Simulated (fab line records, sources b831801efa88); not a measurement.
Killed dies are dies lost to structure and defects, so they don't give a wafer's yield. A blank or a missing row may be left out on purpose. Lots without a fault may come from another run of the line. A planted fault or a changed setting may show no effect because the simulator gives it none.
Which tool did it? | flow sky130 | 13 lots, 39 wafers sampled, at 4 steps of a route of 708

WHAT THE GAUGES READ, wafer by wafer
SKY_SD_P_TW_MEAS_11.
lot  | measured     | on            | SD_P_TW
L931 | day 24 23:04 | film_metro-04 | 2858 2845 2856
L933 | day 25 17:38 | film_metro-02 | 2816 2814 2806
L935 | day 26 06:16 | film_metro-01 | 2743 2741 2733
L936 | day 27 02:40 | film_metro-04 | 2859 2863 2852
L938 | day 27 14:26 | film_metro-01 | 2736 2740 2721
L939 | day 28 02:46 | film_metro-02 | 2809 2827 2824
L940 | day 28 05:38 | film_metro-01 | 2720 2724 2738
L943 | day 29 07:23 | film_metro-01 | 2749 2745 2759
L949 | day 31 09:18 | film_metro-01 | 2735 2742 2734
L950 | day 33 12:09 | film_metro-04 | 2852 2847 2847
L951 | day 33 16:26 | film_metro-02 | 2816 2838 2808
L953 | day 33 16:52 | film_metro-02 | 2816 2808 2810
L952 | day 33 19:31 | film_metro-04 | 2840 2841 2850

SKY_SD_N_RS_MEAS_17: measures by four-point-probe.
lot  | measured     | on            | SD_P_RS (ohm/sq)
L931 | day 27 09:38 | film_metro-04 | 147.3 147.0 147.0
L933 | day 28 03:02 | film_metro-04 | 147.3 147.4 147.1
L935 | day 28 15:58 | film_metro-04 | 146.6 147.2 147.2
L936 | day 29 12:50 | film_metro-01 | 147.3 147.9 147.6
L938 | day 30 00:34 | film_metro-04 | 147.0 147.2 147.3
L939 | day 30 13:24 | film_metro-01 | 146.7 147.0 147.1
L940 | day 30 15:17 | film_metro-04 | 147.1 147.0 147.0
L943 | day 31 14:40 | film_metro-02 | 146.6 147.2 146.9
L949 | day 33 16:10 | film_metro-04 | 146.9 147.1 146.7
L950 | day 35 17:17 | film_metro-01 | 147.1 147.3 147.6
L951 | day 35 21:42 | film_metro-02 | 147.3 147.1 146.7
L953 | day 35 22:23 | film_metro-02 | 146.8 146.7 146.8
L952 | day 36 01:06 | film_metro-01 | 146.9 147.1 146.8

WHICH TOOL RAN EACH LOT (tool, then ch and the chambers of the sampled wafers, then the start)
lot  | SKY_SD_N_STRIP_11                    | SKY_SD_N_RTA_14
L931 | plasma_asher-02 ch 0,1, day 27 09:08 | rtp_anneal-01 ch 0, day 27 09:21
L933 | plasma_asher-01 ch 0,1, day 28 02:31 | rtp_anneal-01 ch 0, day 28 02:44
L935 | plasma_asher-01 ch 0,1, day 28 15:28 | rtp_anneal-01 ch 0, day 28 15:41
L936 | plasma_asher-02 ch 0, day 29 12:20   | rtp_anneal-02 ch 0, day 29 12:32
L938 | plasma_asher-04 ch 0,1, day 29 23:59 | rtp_anneal-02 ch 0, day 30 00:16
L939 | plasma_asher-02 ch 0,1, day 30 12:53 | rtp_anneal-01 ch 0, day 30 13:06
L940 | plasma_asher-02 ch 0,1, day 30 14:47 | rtp_anneal-02 ch 0, day 30 14:59
L943 | plasma_asher-01 ch 0,1, day 31 14:05 | rtp_anneal-02 ch 0, day 31 14:20
L949 | plasma_asher-01 ch 1, day 33 15:38   | rtp_anneal-01 ch 0, day 33 15:52
L950 | plasma_asher-02 ch 0,1, day 35 16:44 | rtp_anneal-02 ch 0, day 35 16:58
L951 | plasma_asher-04 ch 0,1, day 35 21:10 | rtp_anneal-02 ch 0, day 35 21:23
L953 | plasma_asher-04 ch 0,1, day 35 21:53 | rtp_anneal-02 ch 0, day 35 22:06
L952 | plasma_asher-01 ch 0, day 36 00:35   | rtp_anneal-01 ch 0, day 36 00:49
- SKY_SD_N_STRIP_11: strips in O2/N2.
- SKY_SD_N_RTA_14: time 2 s.

WHAT THE TOOLS THEMSELVES READ (means of the sampled wafers that have a number; where no wafer has one, the mark that the record gives instead)
SKY_SD_N_STRIP_11.
lot  | tool            | chamber_pressure_mTorr (mTorr) | drypump_motor_current_A (A) | oes_product_au (a.u.) | strip_time_to_endpoint_s (s)
L931 | plasma_asher-02 | 1500.4                         | 5.9                         | 0.528                 | 22.65
L933 | plasma_asher-01 | 1500.5                         | 5.5                         | 0.529                 | 22.54
L935 | plasma_asher-01 | 1500.2                         | 5.5                         | 0.526                 | 22.62
L936 | plasma_asher-02 | 1499.5                         | 6.4                         | 0.522                 | 22.57
L938 | plasma_asher-04 | 1500.0                         | 5.9                         | 0.527                 | 22.48
L939 | plasma_asher-02 | -                              | -                           | -                     | -
L940 | plasma_asher-02 | -                              | -                           | -                     | -
L943 | plasma_asher-01 | 1500.0                         | 5.3                         | 0.528                 | 22.54
L949 | plasma_asher-01 | 1500.7                         | 5.7                         | 0.523                 | 22.56
L950 | plasma_asher-02 | 1500.7                         | 5.9                         | 0.526                 | 22.56
L951 | plasma_asher-04 | 1500.1                         | 5.9                         | 0.520                 | 22.55
L953 | plasma_asher-04 | 1500.9                         | 5.9                         | 0.526                 | 22.54
L952 | plasma_asher-01 | 1500.6                         | 5.0                         | 0.526                 | 22.59

SKY_SD_N_RTA_14.
lot  | tool          | lamp_power_pct (%) | wafer_temp_C_max
L931 | rtp_anneal-01 | 15.76              | 1078.3
L933 | rtp_anneal-01 | 15.71              | 1078.7
L935 | rtp_anneal-01 | 15.71              | 1078.0
L936 | rtp_anneal-02 | 15.69              | 1077.4
L938 | rtp_anneal-02 | 15.76              | 1077.7
L939 | rtp_anneal-01 | 15.76              | 1077.9
L940 | rtp_anneal-02 | 15.73              | 1076.9
L943 | rtp_anneal-02 | 15.76              | 1079.4
L949 | rtp_anneal-01 | 15.73              | 1077.4
L950 | rtp_anneal-02 | 15.72              | 1076.9
L951 | rtp_anneal-02 | 15.67              | 1077.7
L953 | rtp_anneal-02 | 15.69              | 1076.7
L952 | rtp_anneal-01 | 15.76              | 1078.6

THE ANSWER, worked out from the rows above alone
Rule: what is usual is taken from the lots themselves. Put in order of their means at a reading, lots are off if they are a third of the lots or fewer, leave a main group of 4 or more, and stand apart from it by a gap of 3 or more times the standard deviation of the main group's means; of several such gaps the widest counts. A main group whose means are all the same, to the digits that the tables above print for the reading, isn't used. A lot without any number at a reading at which 4 lots or more have one is off too. The other lots that the step has rows for count as sound. The gauges are gone through in route order, then the tools' own readings, and for those a lot's mean is taken as printed above. The first step at which some lot is off is used, and at that step the reading that is off furthest; a lot without a number counts as furthest.
Off: L939, L940, at SKY_SD_N_STRIP_11 (chamber_pressure_mTorr). Without a number there: L939, L940. The main group: mean 1500.3 mTorr, standard deviation 0.39.
A tool fits if, at that step or a process step before it, it ran every lot that is off, and no sound lot after the first of them. None of those tried fits.

WHAT THE SIMULATOR HAD PUT IN
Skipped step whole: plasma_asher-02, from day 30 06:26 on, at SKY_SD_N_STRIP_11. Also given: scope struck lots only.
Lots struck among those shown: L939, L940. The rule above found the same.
